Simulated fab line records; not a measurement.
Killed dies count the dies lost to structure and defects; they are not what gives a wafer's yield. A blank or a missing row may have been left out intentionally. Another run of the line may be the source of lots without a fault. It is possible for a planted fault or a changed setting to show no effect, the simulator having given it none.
Which tool is to blame? / flow sky130 / 10 lots with 30 wafers sampled at 7 steps, on a route of 708 steps

== WHAT THE GAUGES SHOWED, per wafer ==
SKY_VIA1_THK_MEAS_01. Usual: for VIA1_HDPCVD_THK the level is 1026 nm and the standard deviation is 11.
lot=L994; measured=day 32 23:38; on=film_metro-02; VIA1_HDPCVD_THK (nm)=1021 1012 1029; flag=
lot=L995; measured=day 33 07:35; on=film_metro-03; VIA1_HDPCVD_THK (nm)=1036 1038 1003; flag=
lot=L996; measured=day 33 10:19; on=film_metro-04; VIA1_HDPCVD_THK (nm)=1021 1029 1014; flag=
lot=L107; measured=day 37 04:32; on=film_metro-02; VIA1_HDPCVD_THK (nm)=1027 1023 1017; flag=
lot=L109; measured=day 37 10:46; on=film_metro-02; VIA1_HDPCVD_THK (nm)=1036 1021 1024; flag=
lot=L111; measured=day 38 07:09; on=film_metro-04; VIA1_HDPCVD_THK (nm)=1040 1018 1034; flag=
lot=L112; measured=day 38 16:19; on=film_metro-03; VIA1_HDPCVD_THK (nm)=1018 1040 1019; flag=
lot=L113; measured=day 38 20:28; on=film_metro-02; VIA1_HDPCVD_THK (nm)=1020 1018 1012; flag=
lot=L114; measured=day 39 02:34; on=film_metro-03; VIA1_HDPCVD_THK (nm)=1025 1020 1015; flag=
lot=L116; measured=day 39 13:32; on=film_metro-03; VIA1_HDPCVD_THK (nm)=1028 1044 1039; flag=

SKY_VIA1_RS_MEAS_22: measures by four-point-probe. Usual: for VIA1_W_RS the level is 0.428 ohm/sq and the standard deviation is 0.0064.
lot=L994; measured=day 34 03:38; on=film_metro-03; VIA1_W_RS (ohm/sq)=0.426 0.420 0.426; flag=
lot=L995; measured=day 34 12:19; on=film_metro-03; VIA1_W_RS (ohm/sq)=0.423 0.428 0.423; flag=
lot=L996; measured=day 34 14:43; on=film_metro-02; VIA1_W_RS (ohm/sq)=0.436 0.432 0.528; flag=OFF
lot=L107; measured=day 38 08:46; on=film_metro-03; VIA1_W_RS (ohm/sq)=0.425 0.427 0.419; flag=
lot=L109; measured=day 38 14:31; on=film_metro-04; VIA1_W_RS (ohm/sq)=0.427 0.432 0.427; flag=
lot=L111; measured=day 39 09:44; on=film_metro-02; VIA1_W_RS (ohm/sq)=0.426 0.437 0.424; flag=
lot=L112; measured=day 39 18:26; on=film_metro-02; VIA1_W_RS (ohm/sq)=0.434 0.423 0.428; flag=
lot=L113; measured=day 39 23:06; on=film_metro-04; VIA1_W_RS (ohm/sq)=0.430 0.421 0.434; flag=
lot=L114; measured=day 40 04:15; on=film_metro-04; VIA1_W_RS (ohm/sq)=0.429 0.418 0.426; flag=
lot=L116; measured=day 40 16:11; on=film_metro-03; VIA1_W_RS (ohm/sq)=0.414 0.410 0.413; flag=

SKY_VIA1_THK_MEAS_23: measures by xrf. Usual: for VIA1_W_THK the level is 263 nm and the standard deviation is 4.8.
lot=L994; measured=day 34 03:45; on=film_metro-03; VIA1_W_THK (nm)=265 270 264; flag=
lot=L995; measured=day 34 12:24; on=film_metro-03; VIA1_W_THK (nm)=267 264 267; flag=
lot=L996; measured=day 34 14:49; on=film_metro-02; VIA1_W_THK (nm)=255 256 213; flag=OFF
lot=L107; measured=day 38 08:53; on=film_metro-03; VIA1_W_THK (nm)=265 265 270; flag=
lot=L109; measured=day 38 14:37; on=film_metro-04; VIA1_W_THK (nm)=264 261 264; flag=
lot=L111; measured=day 39 09:50; on=film_metro-02; VIA1_W_THK (nm)=264 256 263; flag=
lot=L112; measured=day 39 18:32; on=film_metro-02; VIA1_W_THK (nm)=258 264 259; flag=
lot=L113; measured=day 39 23:13; on=film_metro-04; VIA1_W_THK (nm)=263 269 260; flag=
lot=L114; measured=day 40 04:22; on=film_metro-04; VIA1_W_THK (nm)=262 269 264; flag=
lot=L116; measured=day 40 16:18; on=film_metro-03; VIA1_W_THK (nm)=274 276 275; flag=

SKY_VIA2_THK_MEAS_01. Usual: for VIA2_HDPCVD_THK the level is 1183 nm and the standard deviation is 16.
lot=L994; measured=day 35 07:02; on=film_metro-04; VIA2_HDPCVD_THK (nm)=1176 1157 1188; flag=
lot=L995; measured=day 35 16:19; on=film_metro-01; VIA2_HDPCVD_THK (nm)=1201 1211 1209; flag=
lot=L996; measured=day 35 18:57; on=film_metro-02; VIA2_HDPCVD_THK (nm)=1178 1170 1167; flag=
lot=L107; measured=day 39 12:19; on=film_metro-01; VIA2_HDPCVD_THK (nm)=1191 1202 1179; flag=
lot=L109; measured=day 39 18:35; on=film_metro-01; VIA2_HDPCVD_THK (nm)=1189 1182 1180; flag=
lot=L111; measured=day 40 12:04; on=film_metro-04; VIA2_HDPCVD_THK (nm)=1184 1189 1178; flag=
lot=L112; measured=day 40 21:31; on=film_metro-01; VIA2_HDPCVD_THK (nm)=1166 1180 1168; flag=
lot=L113; measured=day 41 02:08; on=film_metro-04; VIA2_HDPCVD_THK (nm)=1169 1170 1168; flag=
lot=L114; measured=day 41 07:35; on=film_metro-04; VIA2_HDPCVD_THK (nm)=1165 1172 1187; flag=
lot=L116; measured=day 41 19:12; on=film_metro-04; VIA2_HDPCVD_THK (nm)=1201 1199 1186; flag=

== EACH LOT AND THE TOOL THAT RAN IT (in order: tool; ch and the chambers of the sampled wafers; start) ==
lot=L994; SKY_METAL1_STRIP_20=plasma_asher-02 ch 0,1, day 32 22:55; SKY_VIA1_CVD_21=cvd_w-01 ch 0,1, day 34 03:31; SKY_VIA1_CMP_24=cmp-01 ch 0,1,3, day 34 03:54
lot=L995; SKY_METAL1_STRIP_20=plasma_asher-02 ch 0,1, day 33 06:50; SKY_VIA1_CVD_21=cvd_w-01 ch 0,1, day 34 12:11; SKY_VIA1_CMP_24=cmp-02 ch 0,1,2, day 34 12:35
lot=L996; SKY_METAL1_STRIP_20=plasma_asher-02 ch 0,1, day 33 09:35; SKY_VIA1_CVD_21=cvd_w-01 ch 0,1, day 34 14:37; SKY_VIA1_CMP_24=cmp-02 ch 0,3, day 34 14:52
lot=L107; SKY_METAL1_STRIP_20=plasma_asher-03 ch 0,1, day 37 03:48; SKY_VIA1_CVD_21=cvd_w-01 ch 0,1, day 38 08:40; SKY_VIA1_CMP_24=cmp-01 ch 0,1,2, day 38 09:03
lot=L109; SKY_METAL1_STRIP_20=plasma_asher-03 ch 1, day 37 10:01; SKY_VIA1_CVD_21=cvd_w-01 ch 0,1, day 38 14:24; SKY_VIA1_CMP_24=cmp-02 ch 0,1, day 38 14:40
lot=L111; SKY_METAL1_STRIP_20=plasma_asher-01 ch 0,1, day 38 06:26; SKY_VIA1_CVD_21=cvd_w-02 ch 0,1, day 39 09:37; SKY_VIA1_CMP_24=cmp-01 ch 0,1, day 39 09:55
lot=L112; SKY_METAL1_STRIP_20=plasma_asher-03 ch 0,1, day 38 15:32; SKY_VIA1_CVD_21=cvd_w-02 ch 0,1, day 39 18:20; SKY_VIA1_CMP_24=cmp-02 ch 0,2,3, day 39 18:35
lot=L113; SKY_METAL1_STRIP_20=plasma_asher-03 ch 0,1, day 38 19:20; SKY_VIA1_CVD_21=cvd_w-02 ch 0,1, day 39 23:01; SKY_VIA1_CMP_24=cmp-01 ch 0,1, day 39 23:20
lot=L114; SKY_METAL1_STRIP_20=plasma_asher-02 ch 0,1, day 39 01:52; SKY_VIA1_CVD_21=cvd_w-01 ch 0,1, day 40 04:10; SKY_VIA1_CMP_24=cmp-01 ch 0,2,3, day 40 04:26
lot=L116; SKY_METAL1_STRIP_20=plasma_asher-03 ch 0,1, day 39 12:19; SKY_VIA1_CVD_21=cvd_w-01 ch 0,1, day 40 16:04; SKY_VIA1_CMP_24=cmp-01 ch 0,1,3, day 40 16:37
- SKY_METAL1_STRIP_20: strips in O2/N2.
- SKY_VIA1_CVD_21: deposits W, target thk 270 nm, time 80.902 s.
- SKY_VIA1_CMP_24: polishes, stops on SiO2, t overpolish 15 s, target thk 0 nm.

== WHAT THE TOOLS THEMSELVES READ (means of the sampled wafers that have a number; where no wafer has one, the mark that the record gives instead) ==
SKY_METAL1_STRIP_20. Usual: drypump_motor_current_A 5.7 A, standard deviation 0.5; oes_product_au 0.342 a.u., standard deviation 0.005; strip_time_to_endpoint_s 2.70 s, standard deviation 0.04.
lot=L994; tool=plasma_asher-02; drypump_motor_current_A (A)=5.4; oes_product_au (a.u.)=0.344; strip_time_to_endpoint_s (s)=2.74; flag=
lot=L995; tool=plasma_asher-02; drypump_motor_current_A (A)=5.4; oes_product_au (a.u.)=0.344; strip_time_to_endpoint_s (s)=2.70; flag=
lot=L996; tool=plasma_asher-02; drypump_motor_current_A (A)=5.4; oes_product_au (a.u.)=0.342; strip_time_to_endpoint_s (s)=2.69; flag=
lot=L107; tool=plasma_asher-03; drypump_motor_current_A (A)=6.1; oes_product_au (a.u.)=0.341; strip_time_to_endpoint_s (s)=2.68; flag=
lot=L109; tool=plasma_asher-03; drypump_motor_current_A (A)=5.3; oes_product_au (a.u.)=0.346; strip_time_to_endpoint_s (s)=2.70; flag=
lot=L111; tool=plasma_asher-01; drypump_motor_current_A (A)=6.2; oes_product_au (a.u.)=0.344; strip_time_to_endpoint_s (s)=2.73; flag=
lot=L112; tool=plasma_asher-03; drypump_motor_current_A (A)=5.7; oes_product_au (a.u.)=0.337; strip_time_to_endpoint_s (s)=2.68; flag=
lot=L113; tool=plasma_asher-03; drypump_motor_current_A (A)=5.7; oes_product_au (a.u.)=0.340; strip_time_to_endpoint_s (s)=2.73; flag=
lot=L114; tool=plasma_asher-02; drypump_motor_current_A (A)=5.5; oes_product_au (a.u.)=0.345; strip_time_to_endpoint_s (s)=2.70; flag=
lot=L116; tool=plasma_asher-03; drypump_motor_current_A (A)=5.7; oes_product_au (a.u.)=0.340; strip_time_to_endpoint_s (s)=2.67; flag=

SKY_VIA1_CVD_21. Usual: heater_power_w reads 873 W (standard deviation 91).
lot=L994; tool=cvd_w-01; heater_power_w (W)=812; flag=
lot=L995; tool=cvd_w-01; heater_power_w (W)=809; flag=
lot=L996; tool=cvd_w-01; heater_power_w (W)=818; flag=
lot=L107; tool=cvd_w-01; heater_power_w (W)=862; flag=
lot=L109; tool=cvd_w-01; heater_power_w (W)=821; flag=
lot=L111; tool=cvd_w-02; heater_power_w (W)=884; flag=
lot=L112; tool=cvd_w-02; heater_power_w (W)=962; flag=
lot=L113; tool=cvd_w-02; heater_power_w (W)=962; flag=
lot=L114; tool=cvd_w-01; heater_power_w (W)=800; flag=
lot=L116; tool=cvd_w-01; heater_power_w (W)=819; flag=

SKY_VIA1_CMP_24. Usual: motor_current_A 10.6 A, standard deviation 0.83; time_to_endpoint_s 67 s, standard deviation 3.6.
lot=L994; tool=cmp-01; motor_current_A (A)=10.5; time_to_endpoint_s (s)=66; flag=
lot=L995; tool=cmp-02; motor_current_A (A)=10.6; time_to_endpoint_s (s)=67; flag=
lot=L996; tool=cmp-02; motor_current_A (A)=10.1; time_to_endpoint_s (s)=63; flag=
lot=L107; tool=cmp-01; motor_current_A (A)=10.6; time_to_endpoint_s (s)=67; flag=
lot=L109; tool=cmp-02; motor_current_A (A)=10.8; time_to_endpoint_s (s)=63; flag=
lot=L111; tool=cmp-01; motor_current_A (A)=10.3; time_to_endpoint_s (s)=65; flag=
lot=L112; tool=cmp-02; motor_current_A (A)=11.0; time_to_endpoint_s (s)=63; flag=
lot=L113; tool=cmp-01; motor_current_A (A)=10.1; time_to_endpoint_s (s)=69; flag=
lot=L114; tool=cmp-01; motor_current_A (A)=11.0; time_to_endpoint_s (s)=69; flag=
lot=L116; tool=cmp-01; motor_current_A (A)=10.8; time_to_endpoint_s (s)=67; flag=

== THE ANSWER, worked out from the rows above alone ==
Rule: a lot is off if the mean of its wafers that have a number lies more than 3 standard deviations from the usual mean. A lot without any number at a reading at which 4 lots or more have one is off too. The other lots that the step has rows for count as sound. After the gauges, taken in route order, come the tools' own readings; for these a lot's mean is taken, as printed above. The first step at which some lot is off is used, and at that step the reading that is off furthest; a lot without a number counts as furthest.
Off: at SKY_VIA1_RS_MEAS_22 (VIA1_W_RS), L996.
A tool fits if, at a process step before that reading, it ran every lot that is off, and no sound lot after the first of them. Those tools and the gauges at SKY_VIA1_RS_MEAS_22 are tried in the same way. None of those tried fits.

== WHAT THE SIMULATOR PUT IN ==
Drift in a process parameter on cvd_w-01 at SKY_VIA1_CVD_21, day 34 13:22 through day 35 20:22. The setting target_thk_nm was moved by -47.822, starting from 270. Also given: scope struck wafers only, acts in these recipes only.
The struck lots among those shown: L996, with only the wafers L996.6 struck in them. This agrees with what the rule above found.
